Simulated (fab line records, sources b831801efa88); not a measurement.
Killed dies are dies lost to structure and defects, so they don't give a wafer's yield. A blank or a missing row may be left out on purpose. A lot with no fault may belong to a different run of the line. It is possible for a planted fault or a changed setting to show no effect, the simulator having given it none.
Which of the tools did it? / flow sky130 / 24 lots, 72 wafers sampled, at 3 steps of a route of 708

## WHAT THE GAUGES READ, wafer by wafer
SKY_LI_CONTACT_BOW_MEAS_03.
lot=L074; measured=day 28 15:00; on=film metro-03; LI_CONTACT_BOW (um)=40 62 55
lot=L075; measured=day 28 19:35; on=film metro-04; LI_CONTACT_BOW (um)=60 64 58
lot=L076; measured=day 28 23:51; on=film metro-04; LI_CONTACT_BOW (um)=55 51 48
lot=L077; measured=day 29 04:28; on=film metro-04; LI_CONTACT_BOW (um)=54 52 49
lot=L078; measured=day 29 16:12; on=film metro-01; LI_CONTACT_BOW (um)=57 41 57
lot=L079; measured=day 29 20:52; on=film metro-04; LI_CONTACT_BOW (um)=49 56 45
lot=L080; measured=day 30 07:18; on=film metro-04; LI_CONTACT_BOW (um)=41 57 47
lot=L081; measured=day 30 18:42; on=film metro-03; LI_CONTACT_BOW (um)=57 47 44
lot=L082; measured=day 30 21:33; on=film metro-04; LI_CONTACT_BOW (um)=55 48 72
lot=L083; measured=day 31 20:11; on=film metro-03; LI_CONTACT_BOW (um)=51 45 56
lot=L084; measured=day 31 21:46; on=film metro-04; LI_CONTACT_BOW (um)=50 57 47
lot=L085; measured=day 32 04:49; on=film metro-04; LI_CONTACT_BOW (um)=70 71 72
lot=L086; measured=day 32 10:23; on=film metro-03; LI_CONTACT_BOW (um)=54 60 57
lot=L087; measured=day 32 18:19; on=film metro-01; LI_CONTACT_BOW (um)=51 60 57
lot=L088; measured=day 33 00:16; on=film metro-01; LI_CONTACT_BOW (um)=57 51 56
lot=L089; measured=day 33 04:15; on=film metro-01; LI_CONTACT_BOW (um)=52 63 59
lot=L090; measured=day 33 12:13; on=film metro-04; LI_CONTACT_BOW (um)=57 73 50
lot=L091; measured=day 34 00:48; on=film metro-03; LI_CONTACT_BOW (um)=46 57 50
lot=L092; measured=day 34 04:30; on=film metro-01; LI_CONTACT_BOW (um)=58 41 53
lot=L093; measured=day 34 15:49; on=film metro-03; LI_CONTACT_BOW (um)=44 39 50
lot=L094; measured=day 34 16:54; on=film metro-03; LI_CONTACT_BOW (um)=65 58 55
lot=L095; measured=day 34 21:30; on=film metro-03; LI_CONTACT_BOW (um)=58 48 50
lot=L097; measured=day 35 21:48; on=film metro-03; LI_CONTACT_BOW (um)=46 51 53
lot=L096; measured=day 36 00:46; on=film metro-03; LI_CONTACT_BOW (um)=54 52 53

SKY_METAL2_CD_MEAS_15: target cd 140 nm.
lot=L074; measured=day 35 20:45; on=cd sem-01; cd nm (nm)=138.9 140.2 139.5
lot=L075; measured=day 36 00:35; on=cd sem-01; cd nm (nm)=137.7 139.1 138.3
lot=L076; measured=day 36 04:02; on=cd sem-02; cd nm (nm)=139.8 140.5 139.5
lot=L077; measured=day 36 08:14; on=cd sem-02; cd nm (nm)=138.5 137.3 139.0
lot=L078; measured=day 36 20:53; on=cd sem-02; cd nm (nm)=141.7 142.8 141.8
lot=L079; measured=day 36 22:43; on=cd sem-01; cd nm (nm)=141.3 142.6 142.3
lot=L080; measured=day 37 08:42; on=cd sem-02; cd nm (nm)=140.1 140.7 140.4
lot=L081; measured=day 37 19:04; on=cd sem-01; cd nm (nm)=140.4 139.8 140.4
lot=L082; measured=day 37 22:22; on=cd sem-01; cd nm (nm)=142.3 142.1 140.4
lot=L083; measured=day 38 19:16; on=cd sem-01; cd nm (nm)=139.3 139.0 139.7
lot=L084; measured=day 38 20:45; on=cd sem-01; cd nm (nm)=138.1 138.6 139.2
lot=L085; measured=day 39 02:44; on=cd sem-01; cd nm (nm)=138.1 138.8 138.5
lot=L086; measured=day 39 07:41; on=cd sem-02; cd nm (nm)=140.0 139.7 139.5
lot=L087; measured=day 39 16:50; on=cd sem-02; cd nm (nm)=137.7 136.6 137.6
lot=L088; measured=day 39 19:40; on=cd sem-02; cd nm (nm)=140.2 139.4 139.1
lot=L089; measured=day 40 01:46; on=cd sem-02; cd nm (nm)=141.8 141.4 139.0
lot=L090; measured=day 40 08:21; on=cd sem-01; cd nm (nm)=140.5 141.4 141.6
lot=L091; measured=day 40 18:01; on=cd sem-01; cd nm (nm)=139.4 138.3 139.6
lot=L092; measured=day 40 20:39; on=cd sem-01; cd nm (nm)=141.4 139.3 140.6
lot=L093; measured=day 41 08:53; on=cd sem-02; cd nm (nm)=138.3 138.3 139.0
lot=L094; measured=day 41 09:05; on=cd sem-01; cd nm (nm)=137.0 138.0 138.8
lot=L095; measured=day 41 14:13; on=cd sem-01; cd nm (nm)=138.7 138.3 138.1
lot=L097; measured=day 42 11:14; on=cd sem-01; cd nm (nm)=141.8 142.2 140.9
lot=L096; measured=day 42 15:36; on=cd sem-02; cd nm (nm)=142.0 140.3 139.5

## TOOL THAT RAN EACH LOT (tool first, then ch and the chambers of the sampled wafers, then the start)
lot=L074; SKY_LI_CONTACT_ETCH_14=rie diel-04 ch 0,2,3, day 29 19:53
lot=L075; SKY_LI_CONTACT_ETCH_14=rie diel-04 ch 1,2, day 29 23:20
lot=L076; SKY_LI_CONTACT_ETCH_14=rie diel-04 ch 1,2,3, day 30 04:08
lot=L077; SKY_LI_CONTACT_ETCH_14=rie diel-03 ch 0,3, day 30 08:59
lot=L078; SKY_LI_CONTACT_ETCH_14=rie diel-02 ch 1,2, day 30 20:14
lot=L079; SKY_LI_CONTACT_ETCH_14=rie diel-04 ch 0,2, day 30 23:59
lot=L080; SKY_LI_CONTACT_ETCH_14=rie diel-02 ch 0,2,3, day 31 11:08
lot=L081; SKY_LI_CONTACT_ETCH_14=rie diel-03 ch 0,2, day 31 22:29
lot=L082; SKY_LI_CONTACT_ETCH_14=rie diel-03 ch 0,1,2, day 32 01:26
lot=L083; SKY_LI_CONTACT_ETCH_14=rie diel-04 ch 0,1,3, day 33 00:02
lot=L084; SKY_LI_CONTACT_ETCH_14=rie diel-03 ch 0,2,3, day 33 01:47
lot=L085; SKY_LI_CONTACT_ETCH_14=rie diel-03 ch 0,2,3, day 33 09:11
lot=L086; SKY_LI_CONTACT_ETCH_14=rie diel-04 ch 0,1,3, day 33 14:38
lot=L087; SKY_LI_CONTACT_ETCH_14=rie diel-03 ch 0,2,3, day 33 21:11
lot=L088; SKY_LI_CONTACT_ETCH_14=rie diel-03 ch 0,1, day 34 03:05
lot=L089; SKY_LI_CONTACT_ETCH_14=rie diel-03 ch 0,3, day 34 07:53
lot=L090; SKY_LI_CONTACT_ETCH_14=rie diel-04 ch 0,3, day 34 14:59
lot=L091; SKY_LI_CONTACT_ETCH_14=rie diel-04 ch 0,2,3, day 35 03:11
lot=L092; SKY_LI_CONTACT_ETCH_14=rie diel-04 ch 0,2, day 35 07:20
lot=L093; SKY_LI_CONTACT_ETCH_14=rie diel-03 ch 0,1, day 35 18:29
lot=L094; SKY_LI_CONTACT_ETCH_14=rie diel-02 ch 0,3, day 35 19:26
lot=L095; SKY_LI_CONTACT_ETCH_14=rie diel-02 ch 0,1,3, day 36 00:20
lot=L097; SKY_LI_CONTACT_ETCH_14=rie diel-02 ch 1,3, day 36 23:44
lot=L096; SKY_LI_CONTACT_ETCH_14=rie diel-03 ch 0,1,2, day 37 03:02
- SKY_LI_CONTACT_ETCH_14: etches BARC in N2/H2, stops on SiO2, time 45.9 s, target depth 60 nm.

## WHAT THE TOOLS THEMSELVES READ (means of the sampled wafers that have a number; where no wafer has one, the mark that the record gives instead)
SKY_LI_CONTACT_ETCH_14.
lot=L074; tool=rie diel-04; bias w (W)=100.06; drypump motor current A (A)=5.2; oes product au (a.u.)=0.853; throttle valve pct (%)=13.225
lot=L075; tool=rie diel-04; bias w (W)=100.09; drypump motor current A (A)=5.4; oes product au (a.u.)=0.858; throttle valve pct (%)=13.226
lot=L076; tool=rie diel-04; bias w (W)=99.95; drypump motor current A (A)=5.2; oes product au (a.u.)=0.851; throttle valve pct (%)=13.225
lot=L077; tool=rie diel-03; bias w (W)=99.92; drypump motor current A (A)=5.9; oes product au (a.u.)=0.856; throttle valve pct (%)=13.218
lot=L078; tool=rie diel-02; bias w (W)=99.90; drypump motor current A (A)=6.0; oes product au (a.u.)=0.848; throttle valve pct (%)=13.225
lot=L079; tool=rie diel-04; bias w (W)=100.04; drypump motor current A (A)=5.3; oes product au (a.u.)=0.860; throttle valve pct (%)=13.222
lot=L080; tool=rie diel-02; bias w (W)=99.78; drypump motor current A (A)=5.2; oes product au (a.u.)=0.851; throttle valve pct (%)=13.225
lot=L081; tool=rie diel-03; bias w (W)=100.12; drypump motor current A (A)=5.7; oes product au (a.u.)=0.855; throttle valve pct (%)=13.228
lot=L082; tool=rie diel-03; bias w (W)=100.06; drypump motor current A (A)=5.6; oes product au (a.u.)=0.855; throttle valve pct (%)=13.232
lot=L083; tool=rie diel-04; bias w (W)=99.83; drypump motor current A (A)=5.1; oes product au (a.u.)=0.847; throttle valve pct (%)=13.229
lot=L084; tool=rie diel-03; bias w (W)=99.77; drypump motor current A (A)=5.7; oes product au (a.u.)=0.858; throttle valve pct (%)=13.231
lot=L085; tool=rie diel-03; bias w (W)=100.00; drypump motor current A (A)=5.7; oes product au (a.u.)=0.852; throttle valve pct (%)=13.234
lot=L086; tool=rie diel-04; bias w (W)=100.02; drypump motor current A (A)=5.0; oes product au (a.u.)=0.852; throttle valve pct (%)=13.219
lot=L087; tool=rie diel-03; bias w (W)=100.16; drypump motor current A (A)=5.7; oes product au (a.u.)=0.855; throttle valve pct (%)=13.228
lot=L088; tool=rie diel-03; bias w (W)=100.44; drypump motor current A (A)=5.6; oes product au (a.u.)=0.855; throttle valve pct (%)=13.231
lot=L089; tool=rie diel-03; bias w (W)=100.03; drypump motor current A (A)=5.9; oes product au (a.u.)=0.853; throttle valve pct (%)=13.230
lot=L090; tool=rie diel-04; bias w (W)=100.25; drypump motor current A (A)=5.0; oes product au (a.u.)=0.856; throttle valve pct (%)=13.230
lot=L091; tool=rie diel-04; bias w (W)=100.16; drypump motor current A (A)=5.1; oes product au (a.u.)=0.856; throttle valve pct (%)=13.230
lot=L092; tool=rie diel-04; bias w (W)=99.88; drypump motor current A (A)=5.4; oes product au (a.u.)=0.852; throttle valve pct (%)=13.223
lot=L093; tool=rie diel-03; bias w (W)=100.13; drypump motor current A (A)=5.7; oes product au (a.u.)=0.854; throttle valve pct (%)=13.223
lot=L094; tool=rie diel-02; bias w (W)=100.11; drypump motor current A (A)=5.2; oes product au (a.u.)=0.852; throttle valve pct (%)=13.231
lot=L095; tool=rie diel-02; bias w (W)=99.79; drypump motor current A (A)=5.5; oes product au (a.u.)=0.852; throttle valve pct (%)=13.227
lot=L097; tool=rie diel-02; bias w (W)=99.74; drypump motor current A (A)=5.9; oes product au (a.u.)=0.853; throttle valve pct (%)=13.227
lot=L096; tool=rie diel-03; bias w (W)=99.97; drypump motor current A (A)=5.6; oes product au (a.u.)=0.853; throttle valve pct (%)=13.221

## THE ANSWER, worked out from the rows above alone
Rule: the usual values come from the lots themselves. The widest of any qualifying gaps counts: lots, ordered by their means at a reading, are off when they make up no more than a third of the lots, leave a main group of 4 or more, and stand apart from it by 3 or more times the standard deviation of that group's means. If all means in a main group match to the digits the tables above print for the reading, that group is not used. Also off: a lot with no number at a reading for which 4 or more lots have one. Any other lot the step has rows for is counted as sound. The gauges are gone through in route order, then the tools' own readings, and for those a lot's mean is taken as printed above. The first step at which some lot is off is used, and at that step the reading that is off furthest; a lot without a number counts as furthest.
Across all readings shown, no lot is off: no conclusion can be drawn from this.

## WHAT WAS PUT IN BY THE SIMULATOR
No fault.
